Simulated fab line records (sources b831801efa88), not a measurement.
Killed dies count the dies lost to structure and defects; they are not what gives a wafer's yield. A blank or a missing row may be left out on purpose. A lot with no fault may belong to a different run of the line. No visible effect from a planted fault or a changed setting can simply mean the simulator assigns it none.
Split-lot study + flow sky130 + 5 lots, 23 wafers read, on a route of 708 steps

== THE SPLIT ITSELF ==
At SKY_METAL5_SPUTTER_02 (material AlCu, target thk 1150 nm, time 61.2 s), the setting timeS was moved away from the recipe's 61.2 s on 9 of the 23 wafers read, by -6.9% to +14.8%. This setting was run at the recipe's value on the other wafers.

== FROM THE SPLIT TO THE READING: what the file shows between them, 4 steps ==
- SKY_METAL5_SPUTTER_03: material Ti, target thk 5 nm, time 3.3 s
- SKY_METAL5_SPUTTER_04: material TiN, target thk 70 nm, time 58.3 s
- SKY_METAL5_RS_MEAS_05: measures by four-point-probe
- SKY_METAL5_THK_MEAS_06: measures by xrf

== THE READING ==
oesProductAu, in a.u., at SKY_METAL5_METAL_ETCH_15 (etches the open film in Cl2/BCl3, stops on SiO2, target depth 1260 nm, time 252 s). A value of 0.895 a.u. with a standard deviation of 0.0051 a.u. is what fault-free wafers of this fab line usually give.

| wafer  | tool, chamber at the split | timeS as run, s | against the recipe | oesProductAu, a.u. | against lot-mates on the recipe |
|--------|----------------------------|-----------------|--------------------|--------------------|---------------------------------|
| L074.1 | pvdSputter-01, -           | 61.2            | recipe             | 0.897              | -                               |
| L074.3 | pvdSputter-01, -           | 56.98           | -6.9%              | 0.876              | -0.022                          |
| L074.4 | pvdSputter-01, -           | 61.2            | recipe             | 0.900              | -                               |
| L074.5 | pvdSputter-01, -           | 61.2            | recipe             | 0.898              | -                               |
| L074.6 | pvdSputter-01, -           | 56.98           | -6.9%              | 0.876              | -0.022                          |
| L079.4 | pvdSputter-04, -           | 61.2            | recipe             | 0.894              | -                               |
| L079.5 | pvdSputter-04, -           | 61.2            | recipe             | 0.889              | -                               |
| L079.6 | pvdSputter-04, -           | 61.2            | recipe             | 0.891              | -                               |
| L082.1 | pvdSputter-04, -           | 70.25           | +14.8%             | 0.938              | +0.040                          |
| L082.2 | pvdSputter-04, -           | 61.2            | recipe             | 0.901              | -                               |
| L082.4 | pvdSputter-04, -           | 61.2            | recipe             | 0.894              | -                               |
| L082.5 | pvdSputter-04, -           | 70.25           | +14.8%             | 0.948              | +0.050                          |
| L082.6 | pvdSputter-04, -           | 70.25           | +14.8%             | 0.948              | +0.050                          |
| L083.1 | pvdSputter-01, -           | 61.2            | recipe             | 0.898              | -                               |
| L083.2 | pvdSputter-01, -           | 61.2            | recipe             | 0.889              | -                               |
| L083.3 | pvdSputter-01, -           | 57.06           | -6.8%              | 0.869              | -0.027                          |
| L083.4 | pvdSputter-01, -           | 57.06           | -6.8%              | 0.871              | -0.025                          |
| L083.5 | pvdSputter-01, -           | 61.2            | recipe             | 0.901              | -                               |
| L084.1 | pvdSputter-04, -           | 67.62           | +10.5%             | 0.944              | +0.053                          |
| L084.2 | pvdSputter-04, -           | 61.2            | recipe             | 0.892              | -                               |
| L084.3 | pvdSputter-04, -           | 61.2            | recipe             | 0.888              | -                               |
| L084.5 | pvdSputter-04, -           | 67.62           | +10.5%             | 0.933              | +0.042                          |
| L084.6 | pvdSputter-04, -           | 61.2            | recipe             | 0.892              | -                               |

THE FIT
A straight line over all 23 wafers: oesProductAu changes by +0.00348 a.u. for each +1% of timeS; r = +0.98; the points scatter about the line by 0.0052 a.u.
The same after taking each lot's own level away (the mean of its wafers on the recipe; 23 wafers): +0.00352 a.u. for each +1%; r = +0.98; scatter 0.0053 a.u.
Per that fit: largest timeS move, reading shift of 0.052 a.u.
Measured against the standard deviation above, the lots' own levels, which go from 0.8907 to 0.8983 a.u., span 1.5 times it.
So the lot-to-lot level changes the slope little: the two slopes agree.
Check: with one of the wafers moved furthest among these (+14.8%) left out of the fit, the line predicts +0.0557 a.u. for it against its lot-mates. It came out at +0.0405 a.u. against them.

== THE WHOLE CHAIN: every reading that the file lists as answering this split, in the file's order ==
| step                     | what it does                                                                      | reading                                                                          | change (the file's fit)                   | r (the file's) |
|--------------------------|-----------------------------------------------------------------------------------|----------------------------------------------------------------------------------|-------------------------------------------|----------------|
| SKY_METAL5_SPUTTER_02    | material AlCu, target thk 1150 nm, time 61.2 s                                    | AlCu_of_METAL5_SPUTTER_02.thkNm (the simulator's own value, which no gauge read) | +11.1 nm for each +1% of the setting      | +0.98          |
| SKY_METAL5_RS_MEAS_05    | measures by four-point-probe                                                      | METAL5_ALCU_RS                                                                   | -0.000242 for each +1% of the setting     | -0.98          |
| SKY_METAL5_THK_MEAS_06   | measures by xrf                                                                   | METAL5_ALCU_THK                                                                  | +11.1 for each +1% of the setting         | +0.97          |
| SKY_METAL5_METAL_ETCH_15 | etches the open film in Cl2/BCl3, stops on SiO2, target depth 1260 nm, time 252 s | oesProductAu                                                                     | +0.00361 a.u. for each +1% of the setting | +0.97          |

== THE FILE'S OWN FIT ==
oesProductAu changes by +0.00361 a.u. for each +1% of timeS, r = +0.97.
